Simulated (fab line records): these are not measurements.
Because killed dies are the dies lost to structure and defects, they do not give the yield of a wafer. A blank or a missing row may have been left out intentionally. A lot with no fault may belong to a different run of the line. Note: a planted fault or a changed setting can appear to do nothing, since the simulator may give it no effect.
2 desks looking at one fault | flow sky130 | what lay behind the numbers comes last; until then each desk has only its own

## THE TOOL OWNER'S DESK: cmp-01
The tool's own readings at SKY_CONTACT_CMP_04 (polishes SiO2): means of the sampled wafers that have a number, for each lot that ran on this tool. Marked OUT: a lot whose mean sits more than 4 standard deviations from the usual mean, which makes it out of limits; the brackets give that distance.
Columns: A = motor-current-A at SKY_CONTACT_CMP_04, usual 11.7 A; B = retaining-ring-pressure-frac at SKY_CONTACT_CMP_04, usual 1.001; C = time-to-endpoint-s at SKY_CONTACT_CMP_04, usual 84 s
lot  | first seen here | A    | B     | C
L545 | day 30 00:19    | 12.8 | 1.000 | 87
L546 | day 30 02:00    | 11.6 | 1.005 | 82
L547 | day 30 21:09    | 12.0 | 0.999 | 87
L554 | day 33 14:44    | 13.3 | 1.000 | 83
L556 | day 34 11:21    | 12.5 | 1.001 | 82
L555 | day 34 15:32    | 12.7 | 1.000 | 84
L568 | day 37 16:33    | 13.1 | 1.001 | 88
This desk's verdict: no lot among the 7 shows anything out of limits.

## AT THE METROLOGY DESK
What the gauges read for every lot (on any tool): the sampled wafers with a number, averaged. Marked OUT: a lot whose mean sits more than 4 standard deviations from the usual mean, which makes it out of limits; the brackets give that distance.
Columns: A = cd-nm at SKY_METAL4_CD_MEAS_13, usual 299.7 nm; B = PASSIVATION_CVD_00_THK at SKY_PASSIVATION_THK_MEAS_01, usual 90.1 nm
lot  | first seen here | A     | B
L545 | day 41 10:26    | 301.4 | 89.4
L546 | day 41 12:22    | 299.9 | 89.9
L547 | day 42 05:03    | 298.1 | 90.9
L554 | day 44 12:47    | 300.6 | 89.3
L556 | day 45 05:35    | 299.7 | 89.3
L555 | day 45 08:19    | 297.8 | 91.7
L561 | day 46 02:50    | 297.6 | 88.7
L560 | day 46 05:14    | 300.1 | 90.5
L563 | day 46 19:02    | 300.6 | 90.6
L566 | day 47 05:55    | 298.9 | 88.7
L567 | day 47 08:04    | 300.2 | 90.2
L568 | day 47 13:53    | 300.7 | 89.8
This desk's verdict: no lot among the 12 shows anything out of limits.

## BROUGHT TOGETHER
Nothing out of limits was seen by the tool owner's desk.
At the metrology desk, nothing out of limits was observed.

## WHAT WAS PUT IN BY THE SIMULATOR
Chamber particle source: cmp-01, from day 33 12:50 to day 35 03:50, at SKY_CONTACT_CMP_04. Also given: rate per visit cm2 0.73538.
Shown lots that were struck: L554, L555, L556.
